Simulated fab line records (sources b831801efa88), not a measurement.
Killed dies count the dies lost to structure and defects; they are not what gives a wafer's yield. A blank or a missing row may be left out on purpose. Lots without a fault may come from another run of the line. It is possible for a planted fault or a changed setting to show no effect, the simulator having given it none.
fab line records | flow gf180mcu
record: lots: 6 | wafers: 18 | last-day: 34
route steps=602 shown MVPSD@82 VT_IMPLANT@90
lots untouched by any fault: they come from a run of this same line in which no faults occurred
start-h: the number of hours between the record's first day and the start of the first shown wafer of the lot | wait-h: hours from the lot's prior step to this one | " as in the row above | L1.1+2: one row covering several wafers at once | - either no value or no given start | * or withheld: withheld | < > ~ a bound
route shown NAME@n: a module of which the file shows steps, and the number in the route of the first | usual: mean/standard deviation taken from wafers without a fault | same: alike in all rows | chamber/n: place in a boat | sites: each site's reading | _std_site: the values' standard deviation | _edge_site: outer sites' mean less inner sites' | radius-mm: how far each site lies from the wafer's centre | mask NAME#n: copy n | behind: the tool/chamber that last shaped the wafer | hold: the reason the lot was held/the length of the hold in hours/how it ended | device: the n, p or np transistor that did not switch | end of line: the tests these same wafers got at the end of their route | step lacking rows: just its recipe | killed: at the first sort, the dies lost to defects and structure; wafer yield is something else | map: a wafer's dies, marking killed ones x, the rest . and places with no die _
set.NAME: the setting the step ran with; set.NAME@STEP: the setting that earlier step ran with | model.NAME: the simulator's own value behind a step, which no gauge read
lots at selected steps of the route; one table per step, one row per wafer
services: from which hour (start-h, from the record's first day; less than 0 if before it) a tool's chamber was out of use, for how many hours, and why
== steps ==
step: GF_MVPSD_EXPOSE_04
recipe: mask-id: MVPSD | target-cd-nm: 1000 | na: 0.6 | source-shape: conventional | sigma-outer: 0.6 | dose-mj: 260
step: GF_MVPSD_PEB_05
recipe: temp-c: 115 | time-s: withheld
step: GF_MVPSD_DEVELOP_06
recipe: wall-angle-deg: 90 | develop-time-s: 60 | dev-temp-c: 23
step: GF_MVPSD_OVL_MEAS_07
usual: MVPSD_OVL: -0.5/1.3
lot.wafer | tool       | chamber | start-h | wait-h | MVPSD_OVL[nm]
L760.2    | overlay-02 | -       | 125.38  | -      | 1.0
L760.4    | "          | -       | "       | "      | 1.7
L760.5    | "          | -       | "       | "      | 1.0
L766.3    | overlay-02 | -       | 163.03  | -      | -0.3
L766.4    | "          | -       | "       | "      | 0.7
L766.6    | "          | -       | "       | "      | -1.1
L767.1    | overlay-01 | -       | 168.41  | -      | -0.3
L767.2    | "          | -       | "       | "      | -1.0
L767.5    | "          | -       | "       | "      | -0.4
L769.1    | overlay-02 | -       | 180.61  | -      | -2.7
L769.2    | "          | -       | "       | "      | 0.0
L769.3    | "          | -       | "       | "      | -1.6
L773.1    | overlay-02 | -       | 204.76  | -      | 0.9
L773.4    | "          | -       | "       | "      | 1.1
L773.5    | "          | -       | "       | "      | 0.3
L778.1    | overlay-01 | -       | 235.52  | -      | 1.2
L778.3    | "          | -       | "       | "      | 0.4
L778.6    | "          | -       | "       | "      | -1.1
step: GF_MVPSD_IMPLANT_08
recipe: species: B | energy-kev: 170 | dose-cm2: 1.5e+13 | tilt-deg: 0
step: GF_MVPSD_IMPLANT_09
recipe: species: B | energy-kev: 40 | dose-cm2: 5e+12 | tilt-deg: 0
step: GF_MVPSD_STRIP_10
recipe: chemistry: O2/N2 | power-w: 1400 | pressure-mtorr: 1500 | platen-temp-c: 250 | o2-flow-sccm: 3000 | n2-flow-sccm: 300 | overash-fraction: 0.5
usual: drypump-motor-current-A: 5.57/0.28 | heater-power-w: 319/17 | oes-product-au: 0.722/0.0048 | strip-time-to-endpoint-s: 36.99/0.1
lot.wafer | tool            | chamber | start-h | wait-h | drypump-motor-current-A | heater-power-w | oes-product-au | rf-hours-counter-h | strip-time-to-endpoint-s
L760.2    | plasma-asher-04 | 0       | 125.71  | 0.1    | 5.30                    | 306            | 0.713          | 34                 | 37.08
L760.4    | "               | 0       | "       | "      | 5.29                    | 323            | 0.725          | -                  | 37.06
L760.5    | "               | 0       | "       | "      | 5.32                    | 307            | 0.724          | -                  | 36.99
L766.3    | plasma-asher-01 | 0       | 163.38  | 0.1    | 6.01                    | 315            | 0.714          | -                  | 36.93
L766.4    | "               | 1       | "       | "      | 5.60                    | 307            | 0.723          | -                  | 37.06
L766.6    | "               | 1       | "       | "      | 5.63                    | 299            | 0.717          | -                  | 37.09
L767.1    | plasma-asher-01 | 0       | 168.75  | 0.1    | 6.03                    | 333            | 0.718          | 48                 | 37.15
L767.2    | "               | 1       | "       | "      | 5.60                    | 304            | 0.712          | 48                 | 36.92
L767.5    | "               | 0       | "       | "      | 6.01                    | 322            | 0.726          | -                  | 36.98
L769.1    | plasma-asher-04 | 0       | 180.95  | 0.1    | 5.31                    | 318            | 0.715          | 40                 | 36.96
L769.2    | "               | 1       | "       | "      | 5.23                    | 323            | 0.725          | 40                 | 37.05
L769.3    | "               | 1       | "       | "      | 5.23                    | 324            | 0.717          | -                  | 37.07
L773.1    | plasma-asher-02 | 0       | 205.10  | 0.1    | 5.64                    | 301            | 0.725          | 9                  | 36.78
L773.4    | "               | 1       | "       | "      | 5.26                    | 355            | 0.716          | -                  | 36.88
L773.5    | "               | 1       | "       | "      | 5.29                    | 354            | 0.724          | -                  | 36.75
L778.1    | plasma-asher-01 | 1       | 235.86  | 0.1    | 5.63                    | 309            | 0.717          | 55                 | 36.91
L778.3    | "               | 1       | "       | "      | 5.60                    | 305            | 0.719          | -                  | 36.88
L778.6    | "               | 1       | "       | "      | 5.61                    | 298            | 0.721          | -                  | 36.93
step: GF_MVPSD_TW_MEAS_11
usual: MVPSD_TW: 554/5.4
lot.wafer | tool          | chamber | start-h | wait-h | MVPSD_TW
L760.2    | film-metro-04 | -       | 125.82  | 0.1    | 550
L760.4    | "             | -       | "       | "      | 551
L760.5    | "             | -       | "       | "      | 552
L766.3    | film-metro-01 | -       | 163.47  | 0.1    | 557
L766.4    | "             | -       | "       | "      | 554
L766.6    | "             | -       | "       | "      | 556
L767.1    | film-metro-03 | -       | 168.85  | 0.1    | 564
L767.2    | "             | -       | "       | "      | 561
L767.5    | "             | -       | "       | "      | 562
L769.1    | film-metro-04 | -       | 181.11  | 0.1    | 550
L769.2    | "             | -       | "       | "      | 550
L769.3    | "             | -       | "       | "      | 551
L773.1    | film-metro-04 | -       | 205.20  | 0.1    | 547
L773.4    | "             | -       | "       | "      | 550
L773.5    | "             | -       | "       | "      | 549
L778.1    | film-metro-04 | -       | 235.96  | 0.1    | 548
L778.3    | "             | -       | "       | "      | 544
L778.6    | "             | -       | "       | "      | 546
step: GF_VT_IMPLANT_DEHYDRATE_00
recipe: temp-c: 200 | time-s: 60
step: GF_VT_IMPLANT_HMDS_01
recipe: prime-time-s: 60 | prime-temp-c: 120
step: GF_VT_IMPLANT_COAT_02
recipe: resist: NOVOLAK | spin-rpm: 3000 | resist-thk-nm: 1000
step: GF_VT_IMPLANT_SOFTBAKE_03
recipe: temp-c: 90 | time-s: 60 | resist: NOVOLAK
step: GF_VT_IMPLANT_EXPOSE_04
recipe: mask-id: LVPWELL_LV_AREA | target-cd-nm: 600 | na: 0.6 | source-shape: conventional | sigma-outer: 0.6 | dose-mj: 140
usual: exposure-dose-mJ-cm2: 139.97/0.14 | focus-offset-nm: 0.0/0.51
lot.wafer | tool             | chamber | start-h | wait-h | mask              | exposure-dose-mJ-cm2 | focus-offset-nm
L760.2    | iline-stepper-01 | 0       | 132.88  | -      | LVPWELL_LV_AREA#0 | 139.81               | -0.5
L760.4    | "                | 0       | "       | "      | LVPWELL_LV_AREA#0 | 139.80               | -0.3
L760.5    | "                | 0       | "       | "      | LVPWELL_LV_AREA#0 | 139.86               | -0.1
L766.3    | iline-stepper-01 | -       | 171.93  | -      | LVPWELL_LV_AREA#0 | -                    | -
L766.4    | "                | -       | "       | "      | LVPWELL_LV_AREA#0 | -                    | -
L766.6    | "                | -       | "       | "      | LVPWELL_LV_AREA#0 | -                    | -
L767.1    | iline-stepper-01 | -       | 176.41  | -      | LVPWELL_LV_AREA#0 | -                    | -
L767.2    | "                | -       | "       | "      | LVPWELL_LV_AREA#0 | -                    | -
L767.5    | "                | -       | "       | "      | LVPWELL_LV_AREA#0 | -                    | -
L769.1    | iline-stepper-01 | 0       | 189.71  | -      | LVPWELL_LV_AREA#0 | 140.26               | -0.7
L769.2    | "                | 0       | "       | "      | LVPWELL_LV_AREA#0 | 140.39               | 0.2
L769.3    | "                | 0       | "       | "      | LVPWELL_LV_AREA#0 | 140.25               | -0.5
L773.1    | iline-stepper-02 | 0       | 213.94  | -      | LVPWELL_LV_AREA#0 | 139.67               | -0.5
L773.4    | "                | 0       | "       | "      | LVPWELL_LV_AREA#0 | 139.92               | 0.5
L773.5    | "                | 0       | "       | "      | LVPWELL_LV_AREA#0 | 140.01               | -0.1
L778.1    | iline-stepper-01 | 0       | 244.83  | -      | LVPWELL_LV_AREA#0 | 139.98               | -0.3
L778.3    | "                | 0       | "       | "      | LVPWELL_LV_AREA#0 | 140.08               | 0.8
L778.6    | "                | 0       | "       | "      | LVPWELL_LV_AREA#0 | 139.81               | 0.1
step: GF_VT_IMPLANT_PEB_05
recipe: temp-c: withheld | time-s: * | resist: NOVOLAK
== services ==
tool             | chamber | start-h | hours | kind
plasma-asher-02  | -       | 108.75  | 9.0   | pm
plasma-asher-02  | 0       | 108.75  | 9.0   | vent-cycle
plasma-asher-02  | 1       | 108.75  | 9.0   | vent-cycle
plasma-asher-02  | 0       | 117.75  | -     | clean
plasma-asher-02  | 1       | 117.75  | -     | clean
plasma-asher-04  | -       | 144.11  | 0.6   | repair
iline-stepper-01 | -       | 164.02  | 0.5   | repair
iline-stepper-02 | -       | 176.81  | 1.7   | pm
iline-stepper-02 | 0       | 191.02  | -     | calibration
iline-stepper-01 | -       | 205.24  | 11.2  | repair
iline-stepper-01 | -       | 230.16  | 1.7   | pm
== key ==
first-sign: step: GF_VT_IMPLANT_EXPOSE_04 | reading: tool-record | direction: missing
effect none on later readings
met-at GF_VT_IMPLANT_EXPOSE_04
struck-wafers L766.3,L766.4,L766.6,L767.1,L767.2,L767.5
later-rows-left-out L766.3,L766.4,L766.6,L767.1,L767.2,L767.5
sort-left-out L766.3,L766.4,L766.6,L767.1,L767.2,L767.5
tester-left-out L766,L767
onset-between 132.88 171.93
fault: kind: skipped-step-whole | tool: iline-stepper-01 | chamber: - | onset-h: 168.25 | steps: GF_VT_IMPLANT_EXPOSE_04 | scope: struck-lots-only
tester-left-out: of these lots the tester's yield and bins aren't shown, on N5 and GAA mostly nor the transistor test; their killed dies are dies lost to structure and defects alone, not to doping, threshold or leakage, so they don't give the yield
sort-left-out: the simulated sort isn't trusted on such a fault, so these wafers' sort isn't shown, and their yield isn't known
later-rows-left-out: the simulator's readings of these wafers behind a module that went badly wrong aren't trusted and aren't shown, but for the sort
